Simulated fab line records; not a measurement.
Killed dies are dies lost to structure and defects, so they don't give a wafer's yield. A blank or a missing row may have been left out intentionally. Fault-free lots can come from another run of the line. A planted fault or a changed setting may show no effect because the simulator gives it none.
fab line records	flow gf180mcu
[record] lots = 7	wafers = 21	lastDay = 34
route steps=602 shown V3@433
lots that met no fault: from a run of the same line without faults
startH: hours from the record's first day to the start of the lot's first wafer shown	waitH: time in hours since the lot's previous step	" the same as in the row above	L1.1+2: several wafers, shown together as one row	- no value, or no start given	* or withheld: withheld	< > ~ a bound
route shown NAME@n: NAME is a module with steps in the file, n the number in the route of the first one	usual: mean/standard deviation taken from wafers without a fault	same: alike in all rows	chamber/n: place in a boat	sites: the reading at each site	_std_site: the standard deviation of these	_edge_site: mean of outer sites minus mean of inner sites	radiusMm: how far each site lies from the wafer's centre	mask NAME#n: copy n	behind: the last tool/chamber to shape the wafer	hold: cause of the lot's hold/its duration in hours/its outcome	device: transistor that didn't switch, given as n, p or np	end of line: tests run on the same wafers once the route is complete	a step without rows: its recipe alone	killed: dies that structure and defects cost at the first sort, which is not the same as the wafer's yield	map: the dies of a wafer, with x for killed, . for not killed, _ for no die there
set.NAME: the setting as run; set.NAME@STEP: as run at that earlier step	model.NAME: the simulator's own value behind a step, which no gauge read
lots at selected steps of the route; one table per step, one row per wafer
services: from which hour (startH, from the record's first day; less than 0 if before it) a tool's chamber was out of use, for how many hours, and why
[[steps]]
[step GF_V3_CMP_04]
[recipe] material = SiO2	downForcePsi = 4	platenRpm = 60	padVelocityMS = 0.94248
[usual] motorCurrentA = 12.0/0.88	platenRpm = 60.00/0.034	slurryFilterDpKPa = 13.51/0.14	timeToEndpointS = 78/5.4
lot.wafer	tool	chamber	startH	waitH	motorCurrentA	platenRpm	slurryFilterDpKPa	timeToEndpointS
L684.2	cmp-02	2	502.20	0.1	12.0	60.06	13.68	78
L684.3	"	3	"	"	11.3	59.98	13.48	84
L684.6	"	2	"	"	13.0	60.04	13.39	82
L694.4	cmp-01	1	588.94	0.1	12.2	60.01	13.66	73
L694.2	"	2	"	"	12.3	60.03	13.47	67
L694.3	"	3	"	"	13.3	60.02	13.61	74
L702.1	cmp-02	2	649.27	0.1	12.8	60.07	13.48	82
L702.5	"	1	"	"	12.2	60.01	13.49	82
L702.6	"	2	"	"	13.3	60.01	13.42	89
L703.3	cmp-01	1	656.55	0.1	11.9	59.99	13.35	69
L703.4	"	3	"	"	12.7	60.00	13.48	83
L703.6	"	1	"	"	11.3	59.99	13.68	86
L704.1	cmp-02	2	664.02	0.1	12.9	60.01	13.53	76
L704.2	"	3	"	"	10.9	59.96	13.35	75
L704.3	"	1	"	"	11.6	60.04	13.73	73
L705.4	cmp-02	1	666.30	0.1	12.4	59.94	13.49	74
L705.1	"	2	"	"	13.1	59.96	13.46	74
L705.3	"	3	"	"	11.6	60.06	13.54	72
L706.4	cmp-02	0	674.62	0.0	10.2	60.04	13.75	76
L706.6	"	0	"	"	10.6	60.00	13.15	77
L706.5	"	1	"	"	12.6	59.99	13.93	81
[step GF_V3_BOW_MEAS_05]
[recipe] mode = bow
[usual] V3_BOW = 118/8.7
lot.wafer	tool	chamber	startH	waitH	V3_BOW[um]
L684.2	filmMetro-01	-	502.47	0.2	114
L684.3	"	-	"	"	116
L684.6	"	-	"	"	123
L694.2	filmMetro-03	-	589.21	0.2	122
L694.3	"	-	"	"	133
L694.4	"	-	"	"	134
L702.1	filmMetro-01	-	649.52	0.2	104
L702.5	"	-	"	"	112
L702.6	"	-	"	"	121
L703.3	filmMetro-01	-	656.84	0.2	111
L703.4	"	-	"	"	119
L703.6	"	-	"	"	130
L704.1	filmMetro-03	-	664.32	0.2	126
L704.2	"	-	"	"	127
L704.3	"	-	"	"	128
L705.1	filmMetro-01	-	666.55	0.1	110
L705.3	"	-	"	"	111
L705.4	"	-	"	"	130
L706.4	filmMetro-04	-	674.98	0.3	118
L706.5	"	-	"	"	131
L706.6	"	-	"	"	117
[step GF_V3_DEHYDRATE_06]
[recipe] tempC = 200	timeS = 60
[step GF_V3_HMDS_07]
[recipe] primeTimeS = 60	primeTempC = 120
[step GF_V3_COAT_08]
[recipe] resist = BARC	tempC = withheld	timeS = withheld	spinRpm = withheld	resistThkNm = withheld
[step GF_V3_COAT_09]
[recipe] resist = KrF	spinRpm = withheld	resistThkNm = 1000
[step GF_V3_SOFTBAKE_10]
[recipe] tempC = 130	timeS = 60	resist = KrF
[step GF_V3_EXPOSE_11]
[recipe] maskId = Via3	targetCdNm = 260	na = 0.68	sourceShape = conventional	sigmaOuter = 0.6	doseMj = 38
[step GF_V3_PEB_12]
[recipe] pebTempC = 135	pebTimeS = 90	resist = KrF
[step GF_V3_DEVELOP_13]
[recipe] developTimeS = 60	resist = KrF	devTempC = 21
[step GF_V3_CD_MEAS_14]
[recipe] targetCdNm = 260
[usual] cdNm = 259.8/1.2
lot.wafer	tool	chamber	startH	waitH	cdNm
L684.2	cdSem-01	-	526.11	0.1	260.4
L684.3	"	-	"	"	260.5
L684.6	"	-	"	"	261.4
L694.2	cdSem-01	-	609.62	0.1	259.1
L694.3	"	-	"	"	260.4
L694.4	"	-	"	"	259.0
L702.1	cdSem-01	-	669.47	0.1	259.9
L702.5	"	-	"	"	260.6
L702.6	"	-	"	"	260.8
L703.3	cdSem-01	-	676.06	0.1	258.8
L703.4	"	-	"	"	260.2
L703.6	"	-	"	"	259.8
L704.1	cdSem-02	-	682.80	0.1	262.8
L704.2	"	-	"	"	261.2
L704.3	"	-	"	"	261.9
L705.1	cdSem-01	-	685.82	0.1	257.9
L705.3	"	-	"	"	257.6
L705.4	"	-	"	"	258.1
L706.4	cdSem-01	-	693.93	0.1	260.5
L706.5	"	-	"	"	260.4
L706.6	"	-	"	"	260.5
[step GF_V3_OVL_MEAS_15]
[usual] V3_OVL = -3/5.5
lot.wafer	tool	chamber	startH	waitH	V3_OVL[nm]
L684.2	overlay-01	-	526.21	0.1	-9
L684.3	"	-	"	"	-2
L684.6	"	-	"	"	-2
L694.2	overlay-01	-	609.73	0.1	-1
L694.3	"	-	"	"	-14
L694.4	"	-	"	"	-12
L702.1	overlay-01	-	669.59	0.1	-9
L702.5	"	-	"	"	-7
L702.6	"	-	"	"	-8
L703.3	overlay-01	-	676.15	0.1	-1
L703.4	"	-	"	"	9
L703.6	"	-	"	"	-2
L704.1	overlay-02	-	682.92	0.1	3
L704.2	"	-	"	"	-3
L704.3	"	-	"	"	0
L705.1	overlay-02	-	685.94	0.1	1
L705.3	"	-	"	"	3
L705.4	"	-	"	"	6
L706.4	overlay-02	-	694.01	0.1	-5
L706.5	"	-	"	"	-9
L706.6	"	-	"	"	-2
[step GF_V3_ETCH_16]
[recipe] chemistry = N2/H2	targetDepthA = withheld	overetchA = withheld	timeS = withheld	target = BARC	ionEnergyEv = 200	sourceW = 500	biasW = 100	pressureMtorr = 30	n2FlowSccm = 100	h2FlowSccm = 200
[usual] biasW = 100.02/0.29	chamberPressureMTorr = 30.001/0.03	drypumpMotorCurrentA = 5.8/0.34	oesProductAu = 0.856/0.0047	throttleValvePct = 13.226/0.0099
lot.wafer	tool	chamber	startH	waitH	biasW	chamberPressureMTorr	drypumpMotorCurrentA	oesProductAu	throttleValvePct
L684.2	rieDiel-03	1	526.24	0.0	99.57	29.973	5.6	0.860	13.228
L684.3	"	0	"	"	100.02	30.071	6.4	0.856	13.236
L684.6	"	1	"	"	99.63	30.030	5.6	0.853	13.205
L694.2	rieDiel-04	0	609.76	0.0	99.83	30.047	5.8	0.849	13.215
L694.3	"	3	"	"	99.55	30.002	6.1	0.860	13.237
L694.4	"	2	"	"	100.13	30.024	5.6	0.861	13.227
L702.1	rieDiel-01	0	669.63	0.0	-	-	-	-	-
L702.5	"	3	"	"	-	-	-	-	-
L702.6	"	1	"	"	-	-	-	-	-
L703.3	rieDiel-03	0	676.18	0.0	-	-	-	-	-
L703.4	"	1	"	"	-	-	-	-	-
L703.6	"	3	"	"	-	-	-	-	-
L704.1	rieDiel-03	2	682.96	0.0	-	-	-	-	-
L704.2	"	3	"	"	-	-	-	-	-
L704.3	"	0	"	"	-	-	-	-	-
L705.1	rieDiel-04	0	685.98	0.0	100.22	30.011	5.8	0.860	13.236
L705.3	"	2	"	"	99.91	29.952	5.6	0.860	13.241
L705.4	"	1	"	"	99.96	30.047	5.2	0.859	13.230
L706.4	rieDiel-01	1	694.05	0.0	99.68	30.012	5.8	0.848	13.223
L706.5	"	2	"	"	100.16	29.939	6.0	0.851	13.223
L706.6	"	0	"	"	100.16	30.014	5.9	0.861	13.209
[step GF_V3_ETCH_17]
[recipe] chemistry = C4F8/O2/Ar	maskMaterial = KrF	target = SiO2	stopOn = TiN	sourceW = 1500	biasW = 1200	pressureMtorr = 40	c4f8FlowSccm = withheld	O2_flow_sccm = 6	Ar_flow_sccm = 300	timeS = withheld	targetDepthA = 6350
[usual] biasW = 1200/3.9	chamberPressureMTorr = 39.99/0.037	oesProductAu = 0.855/0.0045
lot.wafer	tool	chamber	startH	waitH	biasW	chamberPressureMTorr	oesProductAu
L684.2	rieDiel-03	1	-	-	1198	39.94	0.859
L684.3	"	0	"	"	1203	40.03	0.852
L684.6	"	1	"	"	1192	39.98	0.860
L694.2	rieDiel-04	0	-	-	1201	40.01	0.856
L694.3	"	3	"	"	1201	39.99	0.853
L694.4	"	2	"	"	1192	39.96	0.852
L702.1	rieDiel-01	0	-	-	1195	39.98	0.374
L702.5	"	3	"	"	1192	40.11	0.374
L702.6	"	1	"	"	1205	39.95	0.378
L703.3	rieDiel-03	0	-	-	1196	40.00	0.381
L703.4	"	1	"	"	1199	39.94	0.381
L703.6	"	3	"	"	1204	39.94	0.376
L704.1	rieDiel-03	2	-	-	1203	39.95	0.364
L704.2	"	3	"	"	1203	39.98	0.369
L704.3	"	0	"	"	1207	40.00	0.377
L705.1	rieDiel-04	0	-	-	1203	40.01	0.853
L705.3	"	2	"	"	1208	40.04	0.859
L705.4	"	1	"	"	1202	40.01	0.861
L706.4	rieDiel-01	1	-	-	1201	39.96	0.855
L706.5	"	2	"	"	1202	39.99	0.844
L706.6	"	0	"	"	1204	39.97	0.860
[step GF_V3_STRIP_18]
[recipe] chemistry = O2/N2	powerW = 1400	pressureMtorr = 1500	platenTempC = 250	o2FlowSccm = 3000	n2FlowSccm = 300	overashFraction = 0.5
[usual] drypumpMotorCurrentA = 5.8/0.53	heaterPowerW = 309/22	oesProductAu = 0.592/0.0046	platenTempC = 249.98/0.18
lot.wafer	tool	chamber	startH	waitH	drypumpMotorCurrentA	heaterPowerW	oesProductAu	platenTempC	rfHoursCounterH
L684.2	plasmaAsher-03	0	526.37	-	4.8	334	0.596	249.92	74
L684.3	"	0	"	"	4.8	340	0.580	249.81	-
L684.6	"	0	"	"	4.8	324	0.586	249.77	-
L694.2	plasmaAsher-03	1	609.89	-	6.0	347	0.593	249.72	83
L694.3	"	0	"	"	4.9	331	0.590	249.98	-
L694.4	"	1	"	"	6.0	344	0.595	249.84	-
L702.1	plasmaAsher-03	1	669.76	-	6.0	338	0.608	249.97	90
L702.5	"	1	"	"	6.0	345	0.615	250.16	-
L702.6	"	0	"	"	4.9	328	0.619	250.10	-
L703.3	plasmaAsher-02	0	676.34	-	6.5	284	0.611	250.29	-
L703.4	"	1	"	"	5.4	310	0.613	250.27	-
L703.6	"	1	"	"	5.4	313	0.606	250.04	-
L704.1	plasmaAsher-01	1	683.09	-	5.8	306	0.615	250.00	107
L704.2	"	0	"	"	6.2	289	0.609	250.00	107
L704.3	"	1	"	"	5.8	299	0.609	250.21	-
L705.1	plasmaAsher-02	1	686.11	-	5.4	308	0.597	250.07	25
L705.3	"	0	"	"	6.5	291	0.595	249.92	-
L705.4	"	1	"	"	5.4	313	0.588	249.94	-
L706.4	plasmaAsher-03	0	694.19	-	4.8	326	0.599	249.74	-
L706.5	"	0	"	"	4.8	327	0.594	249.81	-
L706.6	"	1	"	"	6.0	359	0.595	249.69	-
[step GF_V3_STRIP_19]
[recipe] chemistry = postEtchResidueRemover	timeS = 1200	tempC = 72.5
[[services]]
tool	chamber	startH	hours	kind
cmp-02	-	486.94	1.8	repair
plasmaAsher-03	-	490.56	1.7	repair
cmp-01	-	507.94	7.2	pm
rieDiel-01	0	525.38	4.2	repair
rieDiel-04	0	530.33	4.4	repair
cmp-01	-	543.60	1.2	repair
rieDiel-03	-	564.50	3.3	repair
cmp-02	-	572.00	4.0	pm
rieDiel-04	-	574.78	0.2	repair
cmp-02	-	577.12	1.3	repair
rieDiel-01	3	592.22	8.6	repair
rieDiel-03	3	607.09	10.4	repair
plasmaAsher-02	-	615.48	14.6	pm
plasmaAsher-01	-	617.27	2.8	pm
plasmaAsher-03	-	620.67	1.0	repair
rieDiel-01	2	622.97	5.0	repair
plasmaAsher-03	-	651.20	2.9	repair
rieDiel-01	2	659.19	2.0	repair
cmp-01	-	676.04	10.4	repair
rieDiel-01	1	677.24	4.0	repair
cmp-02	-	686.51	3.7	pm
rieDiel-01	3	686.88	7.9	repair
rieDiel-03	3	686.88	11.3	repair
rieDiel-04	1	688.51	27.8	repair
[[key]]
[firstSign] step = GF_V3_ETCH_16	reading = toolRecord	direction = missing
[effect] step = GF_V3_ETCH_17	reading = oesProductAu	direction = down	sigmas = 99+	usual = 0.855	struck = 0.375
[effect] step = GF_V3_STRIP_18	reading = oesProductAu	direction = up	sigmas = 4.2	usual = 0.592	struck = 0.612
metAt GF_V3_ETCH_16
struckWafers L702.1,L702.5,L702.6,L703.3,L703.4,L703.6,L704.1,L704.2,L704.3
laterRowsLeftOut L702.1,L702.5,L702.6,L703.3,L703.4,L703.6,L704.1,L704.2,L704.3
sortLeftOut L702.1,L702.5,L702.6,L703.3,L703.4,L703.6,L704.1,L704.2,L704.3
onsetBetween 526.24 669.63
[fault] kind = skippedStepWhole	tool = rieDiel-01,rieDiel-03	chamber = -	onsetH = 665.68	steps = GF_V3_ETCH_16	scope = struckLotsOnly
// sortLeftOut: the simulated sort isn't trusted on such a fault, so these wafers' sort isn't shown, and their yield isn't known
// laterRowsLeftOut: the simulator's readings of these wafers behind a module that went badly wrong aren't trusted and aren't shown, but for the sort
